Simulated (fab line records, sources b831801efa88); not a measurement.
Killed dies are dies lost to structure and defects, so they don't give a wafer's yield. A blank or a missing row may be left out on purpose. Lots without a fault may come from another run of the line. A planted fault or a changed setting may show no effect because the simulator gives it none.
Which tool did it? | flow sky130 | 6 lots, 18 wafers sampled, at 2 steps of a route of 708

WHAT THE GAUGES READ, wafer by wafer
SKY_CAPM_THK_MEAS_01.
lot  | measured     | on            | CAPM_CVD_00_THK (nm)
L469 | day 36 15:24 | film_metro-03 | 14.80 15.28 15.63
L475 | day 38 19:16 | film_metro-03 | 15.33 15.76 15.52
L481 | day 40 12:29 | film_metro-04 | 15.28 15.51 15.47
L483 | day 41 06:14 | film_metro-04 | 15.30 15.32 15.98
L485 | day 41 19:56 | film_metro-02 | 15.46 15.70 15.61
L488 | day 42 15:09 | film_metro-04 | 15.59 15.70 15.67

WHICH TOOL RAN EACH LOT (tool, then ch and the chambers of the sampled wafers, then the start)
lot  | SKY_CAPM_CVD_00
L469 | pecvd-04 ch 0,1,2, day 36 15:21
L475 | pecvd-01 ch 1,2, day 38 19:14
L481 | pecvd-04 ch 0,1, day 40 12:26
L483 | pecvd-02 ch 0,1,2, day 41 06:13
L485 | pecvd-02 ch 0,1,2, day 41 19:53
L488 | pecvd-02 ch 0,2, day 42 15:08
- SKY_CAPM_CVD_00: deposits SiO2, target thk 15.5 nm.

THE ANSWER, worked out from the rows above alone
Rule: what is usual is taken from the lots themselves. Put in order of their means at a reading, lots are off if they are a third of the lots or fewer, leave a main group of 4 or more, and stand apart from it by a gap of 3 or more times the standard deviation of the main group's means; of several such gaps the widest counts. A main group whose means are all the same, to the digits that the tables above print for the reading, isn't used. A lot without any number at a reading at which 4 lots or more have one is off too. The other lots that the step has rows for count as sound.
No lot is off at any reading shown: from this, nothing can be told.

WHAT THE SIMULATOR HAD PUT IN
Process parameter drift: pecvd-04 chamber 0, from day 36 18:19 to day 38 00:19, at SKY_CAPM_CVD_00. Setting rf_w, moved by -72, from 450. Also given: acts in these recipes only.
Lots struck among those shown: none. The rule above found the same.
